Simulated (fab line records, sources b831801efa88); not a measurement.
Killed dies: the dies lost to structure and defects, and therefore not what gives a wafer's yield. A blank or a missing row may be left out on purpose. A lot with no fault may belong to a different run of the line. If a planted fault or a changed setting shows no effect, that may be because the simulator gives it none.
fab line records	flow gf180mcu	part 1 of 2: steps 1 to 29 of 39
[record] lots = 5	wafers = 15	last-day = 33
route steps=602 shown PSD@252 NSD@262 SAB@264 SALICIDE@278 CONTACT@287
lots that met no fault: from a run of the same line without faults
start-h: hours from the record's first day to the start of the lot's first wafer shown	wait-h: time in hours since the lot's previous step	" unchanged from the row above	L1.1+2: several wafers, shown together as one row	- no value, or no start was given	* or withheld: withheld	< > ~ a bound
route shown NAME@n: names a module that has steps shown in the file, with the first one's number in the route	usual: mean/standard deviation of fault-free wafers	same: alike in all rows	chamber/n: place in a boat	sites: the reading at each site	_std_site: how widely they spread, as a standard deviation	_edge_site: inner sites' mean taken away from outer sites' mean	radius-mm: how far each site lies from the wafer's centre	mask NAME#n: copy n	behind: the tool/chamber that last shaped the wafer	hold: the reason the lot was held/the length of the hold in hours/how it ended	device: which transistor (n, p or np) failed to switch	end of line: the tests these same wafers got at the end of their route	where a step has no rows: the recipe by itself	killed: dies lost to structure and defects at the first sort, not the wafer's yield	map: a wafer's dies, marking killed ones x, the rest . and places with no die _
set.NAME: the run value of the setting; set.NAME@STEP: its run value at that earlier step	model.NAME: the simulator's own value behind a step, which no gauge read
a table for each step, a row for each wafer; lots at some steps of the route
services: when a tool's chamber went out of use (start-h, in hours from the record's first day, below 0 if earlier), for how many hours, and the reason
[[steps]]
[step GF_PSD_EXPOSE_04]
[recipe] mask-id = Pplus	target-cd-nm = 400	na = 0.6	source-shape = conventional	sigma-outer = 0.6	dose-mj = 140
[usual] stage-vel-mm-s = 500.00/0.24
[same] sigma-outer = 0.6
lot.wafer	tool	chamber	start-h	wait-h	mask	stage-vel-mm-s
L075.1	iline-stepper-01	0	-	-	Pplus#0	499.99
L075.3	"	0	"	"	Pplus#0	500.25
L075.4	"	0	"	"	Pplus#0	500.30
L081.2	iline-stepper-02	0	-	-	Pplus#0	499.82
L081.3	"	0	"	"	Pplus#0	499.93
L081.5	"	0	"	"	Pplus#0	499.76
L082.4	iline-stepper-02	0	-	-	Pplus#0	499.81
L082.5	"	0	"	"	Pplus#0	499.97
L082.6	"	0	"	"	Pplus#0	500.04
L085.1	iline-stepper-02	0	-	-	Pplus#0	499.73
L085.4	"	0	"	"	Pplus#0	499.42
L085.6	"	0	"	"	Pplus#0	499.42
L091.1	iline-stepper-01	0	-	-	Pplus#0	500.00
L091.2	"	0	"	"	Pplus#0	500.00
L091.6	"	0	"	"	Pplus#0	499.82
[step GF_PSD_PEB_05]
[recipe] temp-c = withheld	time-s = *	resist = NOVOLAK
lot.wafer	tool	chamber	start-h	wait-h
L075.1+3+4	litho-track-04	0	-	-
L081.2+3+5	litho-track-02	0	-	-
L082.4+5+6	litho-track-01	0	-	-
L085.1+4+6	litho-track-04	0	-	-
L091.1+2+6	litho-track-01	0	-	-
[step GF_PSD_DEVELOP_06]
[recipe] develop-time-s = 60	dev-temp-c = 23
lot.wafer	tool	chamber	start-h	wait-h
L075.1+3+4	litho-track-04	0	328.74	0.1
L081.2+3+5	litho-track-02	0	379.15	0.1
L082.4+5+6	litho-track-01	0	389.10	0.1
L085.1+4+6	litho-track-04	0	412.44	0.1
L091.1+2+6	litho-track-01	0	471.57	0.1
[step GF_PSD_CD_MEAS_07]
[recipe] target-cd-nm = 400
[usual] cd-nm = 400.7/2.6
lot.wafer	tool	chamber	start-h	wait-h	cd-nm
L075.1	cd-sem-01	-	328.89	0.1	399.1
L075.3	"	-	"	"	396.7
L075.4	"	-	"	"	400.6
L081.2	cd-sem-01	-	379.30	0.1	405.1
L081.3	"	-	"	"	401.6
L081.5	"	-	"	"	405.8
L082.4	cd-sem-01	-	389.23	0.1	403.7
L082.5	"	-	"	"	405.4
L082.6	"	-	"	"	403.0
L085.1	cd-sem-02	-	412.59	0.1	397.3
L085.4	"	-	"	"	397.3
L085.6	"	-	"	"	397.4
L091.1	cd-sem-02	-	471.72	0.1	403.2
L091.2	"	-	"	"	401.6
L091.6	"	-	"	"	402.5
[step GF_PSD_OVL_MEAS_08]
[usual] PSD_OVL = 0.1/1.4
lot.wafer	tool	chamber	start-h	wait-h	PSD_OVL[nm]
L075.1	overlay-02	-	329.01	0.1	-0.5
L075.3	"	-	"	"	-0.5
L075.4	"	-	"	"	-0.2
L081.2	overlay-02	-	379.40	0.1	-1.0
L081.3	"	-	"	"	1.1
L081.5	"	-	"	"	0.7
L082.4	overlay-02	-	389.31	0.1	0.0
L082.5	"	-	"	"	1.2
L082.6	"	-	"	"	0.5
L085.1	overlay-01	-	412.71	0.1	1.9
L085.4	"	-	"	"	0.6
L085.6	"	-	"	"	2.0
L091.1	overlay-01	-	471.84	0.1	1.6
L091.2	"	-	"	"	-0.5
L091.6	"	-	"	"	-0.1
[step GF_PSD_IMPLANT_09]
[recipe] species = BF2	energy-kev = 40	dose-cm2 = 1.5e+15	tilt-deg = 7
lot.wafer	tool	chamber	start-h	wait-h
L075.1+3+4	implanter-01	0	329.04	0.0
L081.2+3+5	implanter-02	0	379.46	0.0
L082.4+5+6	implanter-02	0	389.40	0.1
L085.1+4+6	implanter-01	0	412.74	0.0
L091.1+2+6	implanter-04	0	471.88	0.0
[step GF_PSD_STRIP_10]
[recipe] chemistry = O2/N2	power-w = 1400	pressure-mtorr = 1500	platen-temp-c = 250	o2-flow-sccm = 3000	n2-flow-sccm = 300	overash-fraction = 0.5
[usual] chamber-pressure-mTorr = 1500.0/1.4	drypump-motor-current-A = 5.9/0.44	heater-power-w = 335/27	oes-product-au = 0.592/0.0046	strip-time-to-endpoint-s = 16.53/0.034
lot.wafer	tool	chamber	start-h	wait-h	chamber-pressure-mTorr	drypump-motor-current-A	heater-power-w	oes-product-au	rf-hours-counter-h	strip-time-to-endpoint-s
L075.1	plasma-asher-02	0	329.19	0.1	1500.3	6.3	312	0.591	54	16.52
L075.3	"	1	"	"	1499.4	5.7	293	0.590	-	16.56
L075.4	"	0	"	"	1500.8	6.3	319	0.596	-	16.51
L081.2	plasma-asher-02	0	379.58	0.1	1500.5	6.3	316	0.590	59	16.46
L081.3	"	0	"	"	1500.7	6.3	317	0.596	-	16.50
L081.5	"	0	"	"	1500.2	6.3	312	0.589	-	16.48
L082.4	plasma-asher-02	1	389.51	0.1	1498.4	5.8	294	0.598	-	16.51
L082.5	"	0	"	"	1502.8	6.2	320	0.590	-	16.49
L082.6	"	1	"	"	1502.7	5.7	296	0.593	-	16.50
L085.1	plasma-asher-04	1	412.89	0.1	1500.8	6.4	384	0.593	30	16.56
L085.4	"	1	"	"	1500.5	6.4	365	0.594	-	16.55
L085.6	"	0	"	"	1498.9	5.6	316	0.580	-	16.50
L091.1	plasma-asher-01	0	472.03	0.1	1497.7	5.3	350	0.593	83	16.46
L091.2	"	1	"	"	1499.4	6.3	359	0.589	83	16.44
L091.6	"	0	"	"	1498.2	5.3	351	0.593	-	16.41
[step GF_PSD_TW_MEAS_11]
[usual] PSD_TW = 3163/38
lot.wafer	tool	chamber	start-h	wait-h	PSD_TW
L075.1	film-metro-01	-	329.29	0.1	3165
L075.3	"	-	"	"	3194
L075.4	"	-	"	"	3171
L081.2	film-metro-01	-	379.69	0.1	3175
L081.3	"	-	"	"	3165
L081.5	"	-	"	"	3164
L082.4	film-metro-04	-	389.61	0.1	3203
L082.5	"	-	"	"	3210
L082.6	"	-	"	"	3205
L085.1	film-metro-04	-	412.99	0.1	3191
L085.4	"	-	"	"	3198
L085.6	"	-	"	"	3189
L091.1	film-metro-01	-	472.13	0.1	3158
L091.2	"	-	"	"	3166
L091.6	"	-	"	"	3150
[step GF_PSD_CLEAN_12]
[recipe] chemistry = SC1/SC2	mix = 1:4:20	temp-c = 70	time-s = 150	dry = n2-spin
lot.wafer	tool	chamber	start-h	wait-h
L075.1+3+4	wet-bench-01	3	329.35	0.1
L081.2+3+5	wet-bench-01	2	379.74	0.0
L082.4+5+6	wet-bench-04	3	389.64	0.0
L085.1+4+6	wet-bench-04	0	413.05	0.1
L091.1+2+6	wet-bench-03	1	472.19	0.1
[step GF_PSD_RTA_13]
[recipe] temp-c = 1025	time-s = 20	ambient = N2
[usual] lamp-power-pct = 32.99/0.034	wafer_temp_C_max = 1030.2/1.2
lot.wafer	tool	chamber	start-h	wait-h	lamp-power-pct	wafer_temp_C_max
L075.1	rtp-anneal-01	0	329.40	0.0	32.99	1029.0
L075.3	"	0	"	"	32.98	1031.7
L075.4	"	0	"	"	33.00	1029.1
L081.2	rtp-anneal-01	0	379.81	0.0	33.02	1029.5
L081.3	"	0	"	"	33.01	1029.2
L081.5	"	0	"	"	32.94	1030.1
L082.4	rtp-anneal-01	0	389.73	0.0	32.98	1029.1
L082.5	"	0	"	"	33.00	1030.1
L082.6	"	0	"	"	32.93	1030.0
L085.1	rtp-anneal-01	0	413.10	0.0	32.99	1030.1
L085.4	"	0	"	"	33.01	1031.0
L085.6	"	0	"	"	33.00	1031.2
L091.1	rtp-anneal-01	0	472.24	0.0	32.96	1028.7
L091.2	"	0	"	"	32.99	1030.3
L091.6	"	0	"	"	32.95	1030.4
[step GF_PSD_RS_MEAS_14]
[recipe] thk-meas-gauge = four-point-probe
[usual] NSD_RS = 46.14/0.086
lot.wafer	tool	chamber	start-h	wait-h	NSD_RS[ohm/sq]
L075.1	film-metro-01	-	329.49	0.1	46.07
L075.3	"	-	"	"	46.05
L075.4	"	-	"	"	46.08
L081.2	film-metro-04	-	379.90	0.1	45.99
L081.3	"	-	"	"	46.10
L081.5	"	-	"	"	46.10
L082.4	film-metro-01	-	389.83	0.1	46.17
L082.5	"	-	"	"	46.05
L082.6	"	-	"	"	46.20
L085.1	film-metro-02	-	413.19	0.1	46.26
L085.4	"	-	"	"	46.01
L085.6	"	-	"	"	46.13
L091.1	film-metro-02	-	472.32	0.1	46.21
L091.2	"	-	"	"	46.05
L091.6	"	-	"	"	46.04
[step GF_PSD_RS_MEAS_15]
[recipe] thk-meas-gauge = four-point-probe
[usual] PSD_RS = 108.68/0.25
lot.wafer	tool	chamber	start-h	wait-h	PSD_RS[ohm/sq]
L075.1	film-metro-01	-	329.61	0.1	109.00
L075.3	"	-	"	"	108.75
L075.4	"	-	"	"	108.69
L081.2	film-metro-04	-	380.02	0.1	108.40
L081.3	"	-	"	"	108.14
L081.5	"	-	"	"	108.53
L082.4	film-metro-01	-	389.95	0.1	108.83
L082.5	"	-	"	"	108.37
L082.6	"	-	"	"	109.10
L085.1	film-metro-02	-	413.31	0.1	108.81
L085.4	"	-	"	"	108.49
L085.6	"	-	"	"	108.76
L091.1	film-metro-02	-	472.44	0.1	108.87
L091.2	"	-	"	"	108.63
L091.6	"	-	"	"	108.21
[step GF_SAB_CVD_00]
[recipe] material = SiO2	target-thk-nm = 50	precursor = TEOS	temp-c = 400	time-s = 4.9302	rf-w = 600
[usual] heater-power-w = 690/72
lot.wafer	tool	chamber	start-h	wait-h	heater-power-w
L075.1	pecvd-03	1	329.73	0.1	606
L075.3	"	2	"	"	612
L075.4	"	1	"	"	612
L081.2	pecvd-03	1	380.12	0.1	612
L081.3	"	2	"	"	696
L081.5	"	0	"	"	662
L082.4	pecvd-03	2	390.02	0.0	591
L082.5	"	1	"	"	685
L082.6	"	0	"	"	601
L085.1	pecvd-02	2	413.43	0.1	787
L085.4	"	2	"	"	833
L085.6	"	0	"	"	674
L091.1	pecvd-02	2	472.56	0.1	736
L091.2	"	0	"	"	746
L091.6	"	2	"	"	753
[step GF_SAB_THK_MEAS_01]
[recipe] reads = SiO2_of_SAB_CVD_00
[usual] SAB_CVD_00_THK = 50.0/0.68
lot.wafer	tool	chamber	start-h	wait-h	SAB_CVD_00_THK[nm]
L075.1	film-metro-04	-	329.75	0.0	50.0
L075.3	"	-	"	"	50.6
L075.4	"	-	"	"	50.1
L081.2	film-metro-02	-	380.15	0.0	49.8
L081.3	"	-	"	"	50.0
L081.5	"	-	"	"	51.6
L082.4	film-metro-04	-	390.06	0.0	51.3
L082.5	"	-	"	"	50.5
L082.6	"	-	"	"	51.6
L085.1	film-metro-03	-	413.45	0.0	49.3
L085.4	"	-	"	"	50.1
L085.6	"	-	"	"	49.8
L091.1	film-metro-03	-	472.58	0.0	49.4
L091.2	"	-	"	"	50.1
L091.6	"	-	"	"	51.0
[step GF_SAB_DEHYDRATE_02]
[recipe] temp-c = 200	time-s = 60
[usual] heater-power-total-W = 160.38/0.12
lot.wafer	tool	chamber	start-h	wait-h	heater-power-total-W
L075.1	litho-track-04	0	340.29	10.5	160.37
L075.3	"	0	"	"	160.61
L075.4	"	0	"	"	160.28
L081.2	litho-track-03	0	390.89	10.7	160.33
L081.3	"	0	"	"	160.58
L081.5	"	0	"	"	160.27
L082.4	litho-track-04	0	401.36	11.3	160.25
L082.5	"	0	"	"	160.33
L082.6	"	0	"	"	160.53
L085.1	litho-track-02	0	425.13	11.7	160.38
L085.4	"	0	"	"	160.24
L085.6	"	0	"	"	160.36
L091.1	litho-track-04	0	483.89	11.3	160.25
L091.2	"	0	"	"	160.51
L091.6	"	0	"	"	160.28
[step GF_SAB_HMDS_03]
[recipe] prime-time-s = 60	prime-temp-c = 120
lot.wafer	tool	chamber	start-h	wait-h
L075.1+3+4	litho-track-04	0	340.44	0.1
L081.2+3+5	litho-track-03	0	391.04	0.1
L082.4+5+6	litho-track-04	0	401.51	0.1
L085.1+4+6	litho-track-02	0	425.28	0.1
L091.1+2+6	litho-track-04	0	484.04	0.1
[step GF_SAB_COAT_04]
[recipe] resist = NOVOLAK	spin-rpm = 3000	resist-thk-nm = 1000
lot.wafer	tool	chamber	start-h	wait-h
L075.1+3+4	litho-track-04	0	340.59	0.1
L081.2+3+5	litho-track-03	0	391.19	0.1
L082.4+5+6	litho-track-04	0	401.66	0.1
L085.1+4+6	litho-track-02	0	425.43	0.1
L091.1+2+6	litho-track-04	0	484.19	0.1
[step GF_SAB_SOFTBAKE_05]
[recipe] temp-c = 90	time-s = 60	resist = NOVOLAK
[usual] heater-power-total-W = 56.59/0.044
lot.wafer	tool	chamber	start-h	wait-h	heater-power-total-W
L075.1	litho-track-04	0	340.74	0.1	56.58
L075.3	"	0	"	"	56.57
L075.4	"	0	"	"	56.63
L081.2	litho-track-03	0	391.34	0.1	56.56
L081.3	"	0	"	"	56.49
L081.5	"	0	"	"	56.55
L082.4	litho-track-04	0	401.81	0.1	56.51
L082.5	"	0	"	"	56.50
L082.6	"	0	"	"	56.58
L085.1	litho-track-02	0	425.58	0.1	56.47
L085.4	"	0	"	"	56.61
L085.6	"	0	"	"	56.69
L091.1	litho-track-04	0	484.34	0.1	56.66
L091.2	"	0	"	"	56.61
L091.6	"	0	"	"	56.60
[step GF_SAB_EXPOSE_06]
[recipe] mask-id = SAB	target-cd-nm = 420	na = 0.6	source-shape = conventional	sigma-outer = 0.6	dose-mj = 140
[usual] stage-vel-mm-s = 499.97/0.23
[same] sigma-outer = 0.6
lot.wafer	tool	chamber	start-h	wait-h	mask	stage-vel-mm-s
L075.1	iline-stepper-02	0	-	-	SAB#0	499.93
L075.3	"	0	"	"	SAB#0	499.79
L075.4	"	0	"	"	SAB#0	499.97
L081.2	iline-stepper-01	0	-	-	SAB#0	500.18
L081.3	"	0	"	"	SAB#0	500.02
L081.5	"	0	"	"	SAB#0	499.86
L082.4	iline-stepper-02	0	-	-	SAB#0	500.05
L082.5	"	0	"	"	SAB#0	499.88
L082.6	"	0	"	"	SAB#0	499.54
L085.1	iline-stepper-01	0	-	-	SAB#0	499.94
L085.4	"	0	"	"	SAB#0	500.18
L085.6	"	0	"	"	SAB#0	500.44
L091.1	iline-stepper-02	0	-	-	SAB#0	500.15
L091.2	"	0	"	"	SAB#0	500.03
L091.6	"	0	"	"	SAB#0	500.04
[step GF_SAB_PEB_07]
[recipe] temp-c = withheld	time-s = *	resist = NOVOLAK
lot.wafer	tool	chamber	start-h	wait-h
L075.1+3+4	litho-track-02	0	-	-
L081.2+3+5	litho-track-04	0	-	-
L082.4+5+6	litho-track-03	0	-	-
L085.1+4+6	litho-track-04	0	-	-
L091.1+2+6	litho-track-04	0	-	-
[step GF_SAB_DEVELOP_08]
[recipe] develop-time-s = 60	dev-temp-c = 23
lot.wafer	tool	chamber	start-h	wait-h
L075.1+3+4	litho-track-02	0	351.78	0.1
L081.2+3+5	litho-track-04	0	402.71	0.1
L082.4+5+6	litho-track-03	0	413.69	0.1
L085.1+4+6	litho-track-04	0	437.34	0.1
L091.1+2+6	litho-track-04	0	496.29	0.1
[step GF_SAB_CD_MEAS_09]
[recipe] target-cd-nm = 420
[usual] cd-nm = 419.8/2.6
lot.wafer	tool	chamber	start-h	wait-h	cd-nm
L075.1	cd-sem-01	-	351.93	0.1	425.7
L075.3	"	-	"	"	423.7
L075.4	"	-	"	"	422.6
L081.2	cd-sem-01	-	402.86	0.1	416.2
L081.3	"	-	"	"	418.7
L081.5	"	-	"	"	418.1
L082.4	cd-sem-02	-	413.82	0.1	423.9
L082.5	"	-	"	"	421.9
L082.6	"	-	"	"	422.4
L085.1	cd-sem-02	-	437.49	0.1	420.8
L085.4	"	-	"	"	421.8
L085.6	"	-	"	"	419.4
L091.1	cd-sem-02	-	496.44	0.1	416.9
L091.2	"	-	"	"	417.6
L091.6	"	-	"	"	414.9
[step GF_SAB_OVL_MEAS_10]
[usual] SAB_OVL = 0.1/1.4
lot.wafer	tool	chamber	start-h	wait-h	SAB_OVL[nm]
L075.1	overlay-01	-	352.05	0.1	-0.8
L075.3	"	-	"	"	-1.3
L075.4	"	-	"	"	-2.0
L081.2	overlay-02	-	402.96	0.1	-0.8
L081.3	"	-	"	"	-0.5
L081.5	"	-	"	"	0.9
L082.4	overlay-02	-	413.90	0.1	-0.7
L082.5	"	-	"	"	1.6
L082.6	"	-	"	"	-0.1
L085.1	overlay-01	-	437.61	0.1	0.1
L085.4	"	-	"	"	1.7
L085.6	"	-	"	"	1.5
L091.1	overlay-01	-	496.56	0.1	-0.4
L091.2	"	-	"	"	-0.5
L091.6	"	-	"	"	-0.1
[step GF_SAB_ETCH_11]
[recipe] chemistry = C4F8/O2/Ar	mask-material = NOVOLAK	target = SiO2	target-depth-nm = 55	source-w = 1500	bias-w = 1200	pressure-mtorr = 40	c4f8-flow-sccm = withheld	O2_flow_sccm = 6	Ar_flow_sccm = 300	time-s = 8.5
[usual] chamber-pressure-mTorr = 40.00/0.036	oes-product-au = 1.003/0.0098
lot.wafer	tool	chamber	start-h	wait-h	chamber-pressure-mTorr	oes-product-au
L075.1	rie-diel-02	0	352.08	0.0	40.01	1.023
L075.3	"	1	"	"	40.02	1.005
L075.4	"	2	"	"	39.99	1.021
L081.2	rie-diel-02	0	402.99	0.0	40.00	1.001
L081.3	"	3	"	"	40.02	0.982
L081.5	"	3	"	"	40.01	0.981
L082.4	rie-diel-02	3	413.92	0.0	40.00	0.986
L082.5	"	1	"	"	40.01	1.024
L082.6	"	0	"	"	40.03	0.993
L085.1	rie-diel-01	3	437.64	0.0	39.93	1.013
L085.4	"	0	"	"	40.00	1.016
L085.6	"	0	"	"	39.97	1.008
L091.1	rie-diel-03	3	496.59	0.0	39.98	1.006
L091.2	"	0	"	"	40.03	1.014
L091.6	"	3	"	"	39.98	0.996
[step GF_SAB_WET_ETCH_12]
[recipe] chemistry = dHF	target-depth-nm = 22	dry = n2-spin	target = SiO2	temp-c = 25	dilution = 100:1	time-s = 440
lot.wafer	tool	chamber	start-h	wait-h
L075.1+3+4	wet-bench-02	1	352.11	0.0
L081.2+3+5	wet-bench-02	1	403.01	0.0
L082.4+5+6	wet-bench-04	2	413.94	0.0
L085.1+4+6	wet-bench-02	1	437.66	0.0
L091.1+2+6	wet-bench-02	2	496.61	0.0
[step GF_SAB_STRIP_13]
[recipe] chemistry = O2/N2	power-w = 1400	pressure-mtorr = 1500	platen-temp-c = 250	o2-flow-sccm = 3000	n2-flow-sccm = 300	overash-fraction = 0.5
[usual] chamber-pressure-mTorr = 1499.8/1.4	drypump-motor-current-A = 5.7/0.42	heater-power-w = 328/22	oes-product-au = 0.710/0.0046	strip-time-to-endpoint-s = 12.61/0.034
lot.wafer	tool	chamber	start-h	wait-h	chamber-pressure-mTorr	drypump-motor-current-A	heater-power-w	oes-product-au	rf-hours-counter-h	strip-time-to-endpoint-s
L075.1	plasma-asher-03	0	352.25	0.0	1499.6	5.3	354	0.711	75	12.59
L075.3	"	1	"	"	1499.0	5.4	318	0.707	-	12.56
L075.4	"	0	"	"	1500.7	5.3	355	0.703	-	12.61
L081.2	plasma-asher-01	1	403.15	0.0	1499.9	6.3	342	0.710	76	12.61
L081.3	"	1	"	"	1499.9	6.3	355	0.706	-	12.64
L081.5	"	1	"	"	1497.5	6.3	350	0.708	-	12.61
L082.4	plasma-asher-03	0	414.10	0.0	1498.3	5.3	358	0.701	-	12.64
L082.5	"	1	"	"	1500.7	5.3	310	0.713	-	12.62
L082.6	"	0	"	"	1498.8	5.3	352	0.714	-	12.62
L085.1	plasma-asher-03	0	437.82	0.0	1498.3	5.3	337	0.709	1	12.64
L085.4	"	1	"	"	1501.4	5.4	330	0.709	-	12.64
L085.6	"	0	"	"	1500.3	5.3	342	0.706	-	12.63
L091.1	plasma-asher-02	1	496.74	0.0	1499.6	5.7	296	0.716	71	12.57
L091.2	"	0	"	"	1499.5	6.3	315	0.709	71	12.62
L091.6	"	0	"	"	1500.9	6.3	319	0.713	-	12.60
[step GF_SALICIDE_CLEAN_00]
[recipe] chemistry = SC1/SC2	mix = 1:4:20	temp-c = 70	time-s = 150
lot.wafer	tool	chamber	start-h	wait-h
L075.1+3+4	wet-bench-04	3	352.35	0.1
L081.2+3+5	wet-bench-04	1	403.27	0.1
L082.4+5+6	wet-bench-02	3	414.17	0.0
L085.1+4+6	wet-bench-04	2	437.92	0.1
L091.1+2+6	wet-bench-01	0	496.84	0.1
[step GF_SALICIDE_WET_ETCH_01]
[recipe] chemistry = dHF	target-depth-nm = 5	dry = ipa-marangoni	target = SiO2	temp-c = 25	dilution = 100:1	time-s = 100
lot.wafer	tool	chamber	start-h	wait-h
L075.1+3+4	wet-bench-01	3	352.40	0.0
L081.2+3+5	wet-bench-04	1	403.32	0.0
L082.4+5+6	wet-bench-01	0	414.22	0.0
L085.1+4+6	wet-bench-01	3	437.97	0.0
L091.1+2+6	wet-bench-04	0	496.89	0.0
[step GF_SALICIDE_SPUTTER_02]
[recipe] material = Co	target-thk-nm = 10	power-w = 1000	time-s = 20	chamber-pressure-pa = 0.4
[usual] cathode-dc-power-W = 1000.0/0.19	throttle-valve-pct = 30.1/0.78
lot.wafer	tool	chamber	start-h	wait-h	cathode-dc-power-W	throttle-valve-pct
L075.1	pvd-sputter-04	-	352.48	0.0	999.88	31.8
L075.3	"	-	"	"	999.76	29.3
L075.4	"	-	"	"	1000.2	30.1
L081.2	pvd-sputter-04	-	403.36	0.0	999.63	30.5
L081.3	"	-	"	"	1000.0	30.0
L081.5	"	-	"	"	999.93	30.4
L082.4	pvd-sputter-01	-	414.26	0.0	1000.3	29.5
L082.5	"	-	"	"	1000.0	29.4
L082.6	"	-	"	"	999.81	29.7
L085.1	pvd-sputter-01	-	438.01	0.0	999.94	29.4
L085.4	"	-	"	"	1000.00	29.9
L085.6	"	-	"	"	1000.2	29.3
L091.1	pvd-sputter-01	-	496.93	0.0	1000.1	30.3
L091.2	"	-	"	"	999.83	29.2
L091.6	"	-	"	"	1000.3	29.5
